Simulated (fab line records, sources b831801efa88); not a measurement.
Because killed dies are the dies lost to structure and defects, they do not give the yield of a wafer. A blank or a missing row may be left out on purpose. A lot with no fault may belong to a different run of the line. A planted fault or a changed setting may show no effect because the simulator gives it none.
What tool caused it? / flow sky130 / 12 lots with 36 wafers sampled at 4 steps, on a route of 708 steps

## WHAT THE GAUGES READ, wafer by wafer
SKY_PWDE_TW_MEAS_10.
lot=L414; measured=day 3 18:34; on=filmMetro-03; PWDE_TW=375 374 373
lot=L415; measured=day 3 23:47; on=filmMetro-03; PWDE_TW=373 372 372
lot=L424; measured=day 6 09:08; on=filmMetro-02; PWDE_TW=378 377 377
lot=L427; measured=day 7 01:28; on=filmMetro-04; PWDE_TW=373 374 373
lot=L430; measured=day 7 15:26; on=filmMetro-03; PWDE_TW=370 369 369
lot=L431; measured=day 7 22:22; on=filmMetro-03; PWDE_TW=371 372 369
lot=L432; measured=day 8 04:49; on=filmMetro-02; PWDE_TW=376 377 373
lot=L433; measured=day 8 10:02; on=filmMetro-02; PWDE_TW=376 376 378
lot=L434; measured=day 8 12:09; on=filmMetro-04; PWDE_TW=374 374 374
lot=L435; measured=day 8 20:23; on=filmMetro-03; PWDE_TW=373 374 373
lot=L436; measured=day 9 05:04; on=filmMetro-04; PWDE_TW=376 376 373
lot=L437; measured=day 9 05:23; on=filmMetro-04; PWDE_TW=374 377 375

SKY_LDD_P_CD_MEAS_07: the cd target is 380 nm.
lot=L414; measured=day 19 03:08; on=cdSem-01; cdNm (nm)=377.6 380.8 380.3
lot=L415; measured=day 19 09:31; on=cdSem-02; cdNm (nm)=380.9 380.0 377.8
lot=L424; measured=day 23 08:53; on=cdSem-01; cdNm (nm)=376.5 375.8 378.7
lot=L427; measured=day 24 06:55; on=cdSem-01; cdNm (nm)=380.6 379.7 380.6
lot=L430; measured=day 25 17:19; on=cdSem-02; cdNm (nm)=384.7 382.9 386.5
lot=L431; measured=day 25 16:13; on=cdSem-01; cdNm (nm)=376.9 378.8 376.6
lot=L432; measured=day 25 21:16; on=cdSem-01; cdNm (nm)=379.8 381.3 377.6
lot=L433; measured=day 26 03:40; on=cdSem-01; cdNm (nm)=381.8 381.4 380.3
lot=L434; measured=day 26 08:34; on=cdSem-02; cdNm (nm)=383.1 382.8 381.5
lot=L435; measured=day 26 16:08; on=cdSem-01; cdNm (nm)=382.3 387.0 382.9
lot=L436; measured=day 27 07:16; on=cdSem-02; cdNm (nm)=379.2 382.4 377.2
lot=L437; measured=day 27 09:56; on=cdSem-02; cdNm (nm)=379.1 380.4 377.7

## TOOL THAT RAN EACH LOT (tool first, then ch and the chambers of the sampled wafers, then the start)
lot=L414; SKY_VT_ADJUST_NCORE_EXPOSE_04=ilineStepper-01 ch 0, day 8 01:26; SKY_LDD_N_STRIP_16=plasmaAsher-03 ch 0,1, day 17 20:44
lot=L415; SKY_VT_ADJUST_NCORE_EXPOSE_04=ilineStepper-02 ch 0, day 8 05:43; SKY_LDD_N_STRIP_16=plasmaAsher-01 ch 0,1, day 18 02:34
lot=L424; SKY_VT_ADJUST_NCORE_EXPOSE_04=ilineStepper-01 ch 0, day 11 06:09; SKY_LDD_N_STRIP_16=plasmaAsher-03 ch 0,1, day 22 02:43
lot=L427; SKY_VT_ADJUST_NCORE_EXPOSE_04=ilineStepper-02 ch 0, day 12 03:30; SKY_LDD_N_STRIP_16=plasmaAsher-02 ch 0,1, day 23 00:28
lot=L430; SKY_VT_ADJUST_NCORE_EXPOSE_04=ilineStepper-02 ch 0, day 12 23:55; SKY_LDD_N_STRIP_16=plasmaAsher-01 ch 0,1, day 24 11:53
lot=L431; SKY_VT_ADJUST_NCORE_EXPOSE_04=ilineStepper-02 ch 0, day 13 06:21; SKY_LDD_N_STRIP_16=plasmaAsher-01 ch 0,1, day 24 10:37
lot=L432; SKY_VT_ADJUST_NCORE_EXPOSE_04=ilineStepper-02 ch 0, day 13 15:04; SKY_LDD_N_STRIP_16=plasmaAsher-03 ch 0,1, day 24 17:01
lot=L433; SKY_VT_ADJUST_NCORE_EXPOSE_04=ilineStepper-01 ch 0, day 13 22:18; SKY_LDD_N_STRIP_16=plasmaAsher-01 ch 0,1, day 24 22:55
lot=L434; SKY_VT_ADJUST_NCORE_EXPOSE_04=ilineStepper-02 ch 0, day 14 02:41; SKY_LDD_N_STRIP_16=plasmaAsher-02 ch 0,1, day 25 03:05
lot=L435; SKY_VT_ADJUST_NCORE_EXPOSE_04=ilineStepper-01 ch 0, day 14 09:26; SKY_LDD_N_STRIP_16=plasmaAsher-03 ch 0,1, day 25 10:47
lot=L436; SKY_VT_ADJUST_NCORE_EXPOSE_04=ilineStepper-01 ch 0, day 14 19:47; SKY_LDD_N_STRIP_16=plasmaAsher-03 ch 0,1, day 26 02:04
lot=L437; SKY_VT_ADJUST_NCORE_EXPOSE_04=ilineStepper-01 ch 0, day 14 20:34; SKY_LDD_N_STRIP_16=plasmaAsher-02 ch 0,1, day 26 05:13
- SKY_VT_ADJUST_NCORE_EXPOSE_04: exposes mask LVTN COMPLEMENT THIN, target cd 380 nm.
- SKY_LDD_N_STRIP_16: strips in O2/N2.

## WHAT THE TOOLS THEMSELVES READ (means of the sampled wafers that have a number; where no wafer has one, the mark that the record gives instead)
SKY_VT_ADJUST_NCORE_EXPOSE_04.
lot=L414 tool=ilineStepper-01 exposureDoseMJCm2=138.94
lot=L415 tool=ilineStepper-02 exposureDoseMJCm2=138.89
lot=L424 tool=ilineStepper-01 exposureDoseMJCm2=140.00
lot=L427 tool=ilineStepper-02 exposureDoseMJCm2=139.01
lot=L430 tool=ilineStepper-02 exposureDoseMJCm2=138.99
lot=L431 tool=ilineStepper-02 exposureDoseMJCm2=138.85
lot=L432 tool=ilineStepper-02 exposureDoseMJCm2=138.86
lot=L433 tool=ilineStepper-01 exposureDoseMJCm2=138.88
lot=L434 tool=ilineStepper-02 exposureDoseMJCm2=139.13
lot=L435 tool=ilineStepper-01 exposureDoseMJCm2=138.93
lot=L436 tool=ilineStepper-01 exposureDoseMJCm2=139.14
lot=L437 tool=ilineStepper-01 exposureDoseMJCm2=139.14

SKY_LDD_N_STRIP_16.
lot=L414; tool=plasmaAsher-03; drypumpMotorCurrentA (A)=6.0; oesProductAu (a.u.)=0.406; stripTimeToEndpointS (s)=4.290
lot=L415; tool=plasmaAsher-01; drypumpMotorCurrentA (A)=5.7; oesProductAu (a.u.)=0.407; stripTimeToEndpointS (s)=4.327
lot=L424; tool=plasmaAsher-03; drypumpMotorCurrentA (A)=6.1; oesProductAu (a.u.)=0.409; stripTimeToEndpointS (s)=4.305
lot=L427; tool=plasmaAsher-02; drypumpMotorCurrentA (A)=5.2; oesProductAu (a.u.)=0.402; stripTimeToEndpointS (s)=4.305
lot=L430; tool=plasmaAsher-01; drypumpMotorCurrentA (A)=5.9; oesProductAu (a.u.)=0.406; stripTimeToEndpointS (s)=4.315
lot=L431; tool=plasmaAsher-01; drypumpMotorCurrentA (A)=5.9; oesProductAu (a.u.)=0.405; stripTimeToEndpointS (s)=4.323
lot=L432; tool=plasmaAsher-03; drypumpMotorCurrentA (A)=6.1; oesProductAu (a.u.)=0.412; stripTimeToEndpointS (s)=4.309
lot=L433; tool=plasmaAsher-01; drypumpMotorCurrentA (A)=5.9; oesProductAu (a.u.)=0.402; stripTimeToEndpointS (s)=4.292
lot=L434; tool=plasmaAsher-02; drypumpMotorCurrentA (A)=5.2; oesProductAu (a.u.)=0.406; stripTimeToEndpointS (s)=4.323
lot=L435; tool=plasmaAsher-03; drypumpMotorCurrentA (A)=6.0; oesProductAu (a.u.)=0.406; stripTimeToEndpointS (s)=4.323
lot=L436; tool=plasmaAsher-03; drypumpMotorCurrentA (A)=6.0; oesProductAu (a.u.)=0.404; stripTimeToEndpointS (s)=4.311
lot=L437; tool=plasmaAsher-02; drypumpMotorCurrentA (A)=5.2; oesProductAu (a.u.)=0.405; stripTimeToEndpointS (s)=4.308

## THE ANSWER, worked out from the rows above alone
Rule: the usual values come from the lots themselves. The widest of any qualifying gaps counts: lots, ordered by their means at a reading, are off when they make up no more than a third of the lots, leave a main group of 4 or more, and stand apart from it by 3 or more times the standard deviation of that group's means. The tables above print the reading to a certain number of digits; a main group whose means all agree to those digits is not used. A lot without any number at a reading at which 4 lots or more have one is off too. Where the step has rows for the other lots, those lots are counted as sound. First the gauges in route order, then the tools' own readings, where a lot's mean is used as printed above. The first step at which some lot is off is used, and at that step the reading that is off furthest; a lot without a number counts as furthest.
Off: L424 (SKY_VT_ADJUST_NCORE_EXPOSE_04, exposureDoseMJCm2). Mean 138.98 and standard deviation 0.11 in the main group.
If a tool, at that step or one of the process steps before it, ran each lot that is off and ran no sound lot following the first of them, it fits. Not one of the candidates tried fits.

## WHAT WAS PUT IN BY THE SIMULATOR
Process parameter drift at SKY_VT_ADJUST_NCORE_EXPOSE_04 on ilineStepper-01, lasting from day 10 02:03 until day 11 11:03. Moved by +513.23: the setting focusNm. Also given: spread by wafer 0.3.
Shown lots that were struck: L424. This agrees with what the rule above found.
